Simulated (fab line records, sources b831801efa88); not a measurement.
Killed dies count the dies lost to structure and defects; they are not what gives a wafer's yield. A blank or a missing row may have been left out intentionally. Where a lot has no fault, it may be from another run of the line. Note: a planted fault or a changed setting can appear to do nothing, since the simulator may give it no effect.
Problem report, 8D (eight disciplines) form, completed by code	flow sfq-line	the parts of the form that need people (team, actions taken, sign-off) are left out

## 1. THE PROBLEM
Mean of time-to-endpoint-s at SFQ_TRILAYER_I6_CMP_CMP_166: 282 s across 4 wafers in 3 lots; on wafers with no fault it is 215 s (standard deviation 8.2). That is +8.1 standard deviations from the usual mean.
The step: polishes SiO2.
First observed at day 72 06:44: wafer L556.4, on cmp-01. Wafers with a number at this step in the record: 44, from 15 lots. The rule behind "out" and "out of limits": a value lying over 4 standard deviations away from the usual mean. The other wafers with a number count as sound.

## 2. WHAT IT IS AND WHAT IT IS NOT
question	is	is not
which readings at this step	time-to-endpoint-s	motor-current-A
which lots	L556, L558, L560	L540, L541, L542, L543, L545, L546, L547, L548, L549, L550, L553, L561
which wafers of those lots	L556.4, L558.3, L558.4, L560.3	L556.1, L558.6, L560.1, L560.2
read on which tools	cmp-01	cmp-02
when	from day 72 06:44	up to then (34 sound wafers); but 6 sound wafers of L558, L560, L561 came after

## 3. SUSPECTS, AND WHAT RULES EACH OUT
Counting: if a tool at a process step up to the reading ran every lot that is out, it stays a suspect. Sound lots after the first of them don't rule it out here, since some wafers of a struck lot are sound.
- cmp-01 at SFQ_TRILAYER_I6_CMP_CMP_166 (polishes SiO2): kept. It processed each lot that is out (first: L556, day 72 06:44); up to then, its last sound lot is L550 (day 71 13:26). Out on those wafers are its own readings of time-to-endpoint-s.
Left after counting: cmp-01 at SFQ_TRILAYER_I6_CMP_CMP_166.

## 4. THE CAUSE (what the simulator had put in)
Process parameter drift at SFQ_TRILAYER_I6_CMP_CMP_166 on cmp-01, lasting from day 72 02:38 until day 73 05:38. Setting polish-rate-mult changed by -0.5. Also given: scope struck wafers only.
Counting left only this tool.

## 5. THE EFFECT CHAIN, in route order
Rows list readings where the struck wafers' mean (over those with a number) sits beyond 3 standard deviations from the usual. Scope: only readings with a usual standard deviation given in the record; hours: median across lots of the time from each lot's start at the first step in this table that gives one to its start at this step; sigmas: change in usual standard deviations.
hours	step	reading	usual	on struck wafers	change	sigmas
0	SFQ_TRILAYER_I6_CMP_CMP_166	time-to-endpoint-s	215 s	282	+67	+8.1
3	SFQ_TRILAYER_I6_METRO_MEASURE_167	thk-nm	199.9 nm	305.9	+106.0	+96
121	SFQ_TRILAYER_I6_VIA_ETCH_VIA_ETCH_172	oes-product-au	0.855 a.u.	0.994	+0.139	+27
It contains these process steps:
- SFQ_TRILAYER_I6_CMP_CMP_166: polishes SiO2.
- SFQ_TRILAYER_I6_METRO_MEASURE_167
- SFQ_TRILAYER_I6_VIA_ETCH_VIA_ETCH_172: etches SiO2 in CHF3, stops on Nb, target depth 260 nm.

## 6. HOW IT WOULD HAVE BEEN CAUGHT EARLIER
In this record no reading fell out of limits until day 72 06:44, 4 hours after the fault had begun at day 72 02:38.
